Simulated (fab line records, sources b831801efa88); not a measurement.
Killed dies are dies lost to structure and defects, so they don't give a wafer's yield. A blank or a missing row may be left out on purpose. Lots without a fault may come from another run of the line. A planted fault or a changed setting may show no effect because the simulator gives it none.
fab line records | flow sky130
record lots=6 wafers=18 last_day=50
route steps=708 shown FIELD_ISO@11
lots that met no fault: from a run of the same line without faults
start_h: hours from the record's first day to the start of the lot's first wafer shown | wait_h: hours since the lot's step before | " the same as in the row above | L1.1+2: a row that stands for several wafers | - no value, or no start given | * or withheld: withheld | < > ~ a bound
route shown NAME@n: a module of which the file shows steps, and the number in the route of the first | usual: mean/standard deviation of fault-free wafers | same: alike in all rows | chamber/n: place in a boat | sites: the reading at each site | _std_site: their standard deviation | _edge_site: outer sites' mean less inner sites' | radius_mm: how far each site lies from the wafer's centre | mask NAME#n: copy n | behind: the tool/chamber that last shaped the wafer | hold: why the lot was held/for how many hours/how that ended | device: the transistor (n, p or np) that didn't switch | end of line: the same wafers' tests at the end of the route | a step without rows: its recipe alone | killed: dies lost to structure and defects at the first sort, not the wafer's yield | map: a wafer's dies, x killed, . not, _ none there
set.NAME: the setting as run; set.NAME@STEP: as run at that earlier step | model.NAME: the simulator's own value behind a step, which no gauge read
lots at some steps of the route; a table a step, a row a wafer
services: from which hour (start_h, from the record's first day; less than 0 if before it) a tool's chamber was out of use, for how many hours, and why
## steps
# step SKY_FIELD_ISO_EXPOSE_10
# recipe mask_id=FOM na=0.68 source_shape=annular sigma_inner=0.4 sigma_outer=0.8 target_cd_nm=150 dose_mj=28
# step SKY_FIELD_ISO_PEB_11
# recipe peb_temp_c=withheld peb_time_s=withheld resist=KrF-thick
# step SKY_FIELD_ISO_DEVELOP_12
# recipe develop_time_s=60 resist=KrF-thick dev_temp_c=21
# step SKY_FIELD_ISO_CD_MEAS_13
# recipe target_cd_nm=150
# usual cd_nm=150.0/1.8
# columns lot.wafer tool chamber start_h wait_h cd_nm
L663.1 cd_sem-02 - 92.70 - 149.2
L663.2 " - " " 149.1
L663.3 " - " " 149.8
L665.1 cd_sem-02 - 104.48 - 152.4
L665.3 " - " " 151.6
L665.6 " - " " 153.4
L666.1 cd_sem-02 - 106.23 - 148.2
L666.2 " - " " 147.8
L666.6 " - " " 149.2
L672.3 cd_sem-01 - 138.07 - 150.9
L672.5 " - " " 149.6
L672.6 " - " " 148.0
L673.3 cd_sem-02 - 143.27 - 150.4
L673.5 " - " " 150.4
L673.6 " - " " 150.5
L674.1 cd_sem-01 - 147.53 - 145.9
L674.4 " - " " 147.1
L674.6 " - " " 147.6
# step SKY_FIELD_ISO_ETCH_14
# recipe chemistry=N2/H2 target=BARC ion_energy_ev=200 source_w=500 bias_w=100 pressure_mtorr=30 n2_flow_sccm=100 h2_flow_sccm=200 stop_on=SiO2 time_s=46.75 target_depth_a=600
# usual drypump_motor_current_A=5.6/0.5 oes_product_au=0.850/0.0048 throttle_valve_pct=13.226/0.0094
# columns lot.wafer tool chamber start_h wait_h drypump_motor_current_A oes_product_au rf_hours_counter_h throttle_valve_pct
L663.1 rie_diel-04 3 92.82 0.1 5.9 0.855 115 13.216
L663.2 " 0 " " 5.9 0.840 3 13.232
L663.3 " 2 " " 6.6 0.856 66 13.220
L665.1 rie_diel-01 1 104.60 0.1 5.2 0.854 105 13.257
L665.3 " 2 " " 5.5 0.853 67 13.227
L665.6 " 3 " " 4.9 0.849 - 13.222
L666.1 rie_diel-04 2 106.35 0.1 6.6 0.852 67 13.222
L666.2 " 1 " " 5.8 0.843 153 13.212
L666.6 " 0 " " 6.0 0.850 - 13.224
L672.3 rie_diel-02 3 138.15 0.1 5.4 0.848 1 13.202
L672.5 " 1 " " 5.5 0.856 - 13.238
L672.6 " 2 " " 4.8 0.848 - 13.237
L673.3 rie_diel-01 0 143.35 0.1 6.2 0.846 146 13.232
L673.5 " 2 " " 5.5 0.841 - 13.225
L673.6 " 1 " " 5.2 0.848 - 13.220
L674.1 rie_diel-01 3 147.65 0.1 4.9 0.846 123 13.242
L674.4 " 1 " " 5.2 0.846 106 13.226
L674.6 " 2 " " 5.5 0.842 - 13.222
# step SKY_FIELD_ISO_ETCH_15
# recipe chemistry=CHF3/O2 target_depth_nm=180 stop_on=Si source_w=600 bias_w=200 pressure_mtorr=40 chf3_flow_sccm=50 O2_flow_sccm=5 time_s=72
# usual drypump_motor_current_A=5.6/0.49 oes_product_au=0.943/0.0066 throttle_valve_pct=8.843/0.0092
# columns lot.wafer tool chamber start_h wait_h drypump_motor_current_A oes_product_au rf_hours_counter_h throttle_valve_pct
L663.1 rie_diel-04 3 92.86 0.0 5.9 0.945 115 8.840
L663.2 " 0 " " 5.9 0.948 3 8.838
L663.3 " 2 " " 6.6 0.945 66 8.852
L665.1 rie_diel-01 1 104.64 0.0 5.2 0.958 105 8.853
L665.3 " 2 " " 5.5 0.956 67 8.842
L665.6 " 3 " " 4.9 0.948 - 8.854
L666.1 rie_diel-04 2 106.39 0.0 6.5 0.957 67 8.846
L666.2 " 1 " " 5.7 0.960 153 8.833
L666.6 " 0 " " 6.0 0.952 - 8.854
L672.3 rie_diel-02 3 138.19 0.0 5.4 0.939 1 8.818
L672.5 " 1 " " 5.5 0.944 - 8.856
L672.6 " 2 " " 4.8 0.944 - 8.847
L673.3 rie_diel-01 0 143.39 0.0 6.2 0.952 146 8.834
L673.5 " 2 " " 5.5 0.947 - 8.852
L673.6 " 1 " " 5.2 0.947 - 8.847
L674.1 rie_diel-01 3 147.69 0.0 4.8 0.936 123 8.836
L674.4 " 1 " " 5.2 0.948 106 8.837
L674.6 " 2 " " 5.4 0.941 - 8.846
# step SKY_FIELD_ISO_STRIP_16
# recipe chemistry=O2/N2 power_w=1400 pressure_mtorr=1500 platen_temp_c=withheld o2_flow_sccm=3000 n2_flow_sccm=300 overash_fraction=0.5
# usual drypump_motor_current_A=5.9/0.46 o2_flow_sccm=2998/8.3 oes_product_au=0.378/0.0056 strip_time_to_endpoint_s=3.55/0.038
# same overash_fraction=0.5
# columns lot.wafer tool chamber start_h wait_h drypump_motor_current_A o2_flow_sccm oes_product_au rf_hours_counter_h strip_time_to_endpoint_s
L663.1 plasma_asher-04 0 92.92 0.0 5.2 2991 0.384 29 3.53
L663.2 " 1 " " 6.3 2996 0.382 29 3.54
L663.3 " 0 " " 5.1 3002 0.374 - 3.53
L665.1 plasma_asher-01 1 104.70 0.0 6.1 3007 0.371 43 3.55
L665.3 " 1 " " 6.1 3000 0.386 - 3.63
L665.6 " 0 " " 5.4 3004 0.383 - 3.66
L666.1 plasma_asher-01 1 106.45 0.0 6.1 2993 0.379 43 3.52
L666.2 " 0 " " 5.4 3016 0.370 43 3.52
L666.6 " 1 " " 6.1 3007 0.373 - 3.53
L672.3 plasma_asher-01 1 138.28 0.1 6.1 2986 0.368 - 3.53
L672.5 " 1 " " 6.1 3002 0.373 - 3.53
L672.6 " 0 " " 5.4 2995 0.380 - 3.53
L673.3 plasma_asher-02 0 143.48 0.1 6.0 3000 0.374 - 3.50
L673.5 " 0 " " 6.0 3000 0.373 - 3.53
L673.6 " 1 " " 6.5 2982 0.371 - 3.51
L674.1 plasma_asher-04 1 147.75 0.0 6.3 2994 0.380 34 3.58
L674.4 " 0 " " 5.1 3009 0.368 - 3.51
L674.6 " 0 " " 5.2 3003 0.382 - 3.57
# step SKY_FIELD_ISO_ETCH_17
# recipe target_depth_a=3420 mask_material=Si3N4 chemistry=HBr/Cl2/O2 target=Si taper_deg=5 icp_w=600 bias_w=150 pressure_mtorr=15 HBr_flow_sccm=150 Cl2_flow_sccm=40 O2_flow_sccm=6 time_s=97.7
# usual drypump_motor_current_A=5.7/0.45 oes_product_au=0.998/0.013 throttle_valve_pct=25.657/0.012
# columns lot.wafer tool chamber start_h wait_h drypump_motor_current_A oes_product_au rf_hours_counter_h throttle_valve_pct
L663.1 rie_si-02 1 93.02 0.1 5.1 0.996 11 25.663
L663.2 " 0 " " 5.3 0.994 3 25.669
L663.3 " 3 " " 6.2 1.003 132 25.647
L665.1 rie_si-01 0 104.80 0.1 5.5 1.001 97 25.665
L665.3 " 3 " " 5.9 0.990 138 25.656
L665.6 " 1 " " 6.4 1.014 - 25.638
L666.1 rie_si-02 2 106.55 0.1 6.0 1.005 0 25.665
L666.2 " 1 " " 5.0 0.982 11 25.660
L666.6 " 3 " " 6.2 1.010 - 25.651
L672.3 rie_si-02 0 138.35 0.0 5.3 0.974 3 25.678
L672.5 " 0 " " 5.3 0.980 - 25.667
L672.6 " 3 " " 6.2 1.015 - 25.664
L673.3 rie_si-01 1 143.55 0.0 6.4 0.999 2 25.638
L673.5 " 0 " " 5.5 0.990 - 25.640
L673.6 " 1 " " 6.3 1.009 - 25.645
L674.1 rie_si-01 1 147.85 0.1 6.4 1.010 2 25.641
L674.4 " 0 " " 5.6 0.994 - 25.667
L674.6 " 1 " " 6.3 1.010 - 25.645
# step SKY_FIELD_ISO_WET_ETCH_18
# recipe chemistry=H3PO4 target_depth_nm=25 temp_c=160 target=Si3N4 time_s=286
# step SKY_FIELD_ISO_CLEAN_19
# recipe chemistry=SC1/SC2 mix=1:4:20 temp_c=70 time_s=150
# step SKY_FIELD_ISO_CLEAN_20
# recipe chemistry=dHF time_s=20 dilution=100:1
# step SKY_FIELD_ISO_WET_ETCH_21
# recipe chemistry=dHF dilution=100:1 target_depth_nm=20 dry=ipa_marangoni target=SiO2 temp_c=25 time_s=400
# step SKY_FIELD_ISO_OXIDATION_22
# recipe temp_c=950 ambient=O2 stabilise_s=600 purge_s=300 target_thk_a=100 ox_time_s=623
# usual ox_temp_c=950.1/0.37 ox_temp_c_max=954.3/1.4 purge_s=300/0 spike_tc_centre_C=950.8/1.5 zone_power_centre_pct=22.8/2.1
# columns lot.wafer tool chamber start_h wait_h ox_temp_c ox_temp_c_max purge_s spike_tc_centre_C zone_power_centre_pct
L663.1 furnace-01 0 93.37 0.0 950.2 953.4 300 949.8 21.2
L663.2 " 0 " " 950.9 953.6 300 950.5 21.2
L663.3 " 0 " " 950.6 953.7 300 949.6 21.5
L665.1 furnace-02 - 106.65 1.5 - - - - -
L665.3 " - " " - - - - -
L665.6 " - " " - - - - -
L666.1 furnace-01 - 108.15 1.3 - - - - -
L666.2 " - " " - - - - -
L666.6 " - " " - - - - -
L672.3 furnace-01 0 140.43 1.7 950.0 953.8 300 951.2 21.4
L672.5 " 0 " " 950.1 952.5 300 952.6 21.4
L672.6 " 0 " " 950.3 953.0 300 950.4 21.1
L673.3 furnace-01 0 144.46 0.6 950.4 954.1 300 951.6 20.8
L673.5 " 0 " " 950.0 954.1 300 951.0 21.5
L673.6 " 0 " " 949.9 953.8 300 954.2 21.2
L674.1 furnace-02 0 148.21 0.0 950.1 955.8 300 948.8 25.7
L674.4 " 0 " " 950.7 956.8 300 948.2 25.5
L674.6 " 0 " " 950.2 958.2 300 948.1 25.6
# step SKY_FIELD_ISO_CVD_24
# recipe material=SiO2 target_thk_nm=595 temp_c=650 sigma_open_frac=0.3 time_s=99.2 sih4_flow_sccm=60 pressure_mtorr=6
## services
# columns tool chamber start_h hours kind
rie_si-02 2 80.34 - clean
rie_si-02 2 80.34 15.4 scheduled_down
rie_si-02 2 80.34 15.4 vent_cycle
furnace-02 - 86.18 3.6 pm
rie_diel-02 3 91.39 - clean
rie_diel-02 3 91.39 24.8 scheduled_down
rie_diel-02 3 91.39 24.8 vent_cycle
furnace-01 - 94.65 3.9 pm
plasma_asher-01 - 95.26 4.0 repair
rie_si-02 0 98.36 12.8 repair
furnace-01 - 98.50 3.9 pm
rie_diel-01 3 117.76 12.3 repair
rie_si-02 0 120.27 7.1 repair
furnace-02 - 131.63 3.2 pm
rie_si-01 3 134.10 - clean
rie_si-01 3 134.10 17.8 scheduled_down
rie_si-01 3 134.10 17.8 vent_cycle
rie_diel-02 0 137.31 6.4 repair
## key
first_sign step=SKY_FIELD_ISO_OXIDATION_22 reading=tool_record direction=missing
effect none on later readings
met_at SKY_FIELD_ISO_OXIDATION_22
struck_wafers L665.1,L665.3,L665.6,L666.1,L666.2,L666.6
later_rows_left_out L665.1,L665.3,L665.6,L666.1,L666.2,L666.6
sort_left_out L665.1,L665.3,L665.6,L666.1,L666.2,L666.6
tester_left_out L665,L666
onset_between 93.37 106.65
fault kind=skipped_step_whole tool=furnace-01,furnace-02 chamber=- onset_h=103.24 steps=SKY_FIELD_ISO_OXIDATION_22 scope=struck_lots_only
# tester_left_out: of these lots the tester's yield and bins aren't shown, on N5 and GAA mostly nor the transistor test; their killed dies are dies lost to structure and defects alone, not to doping, threshold or leakage, so they don't give the yield
# sort_left_out: the simulated sort isn't trusted on such a fault, so these wafers' sort isn't shown, and their yield isn't known
# later_rows_left_out: the simulator's readings of these wafers behind a module that went badly wrong aren't trusted and aren't shown, but for the sort
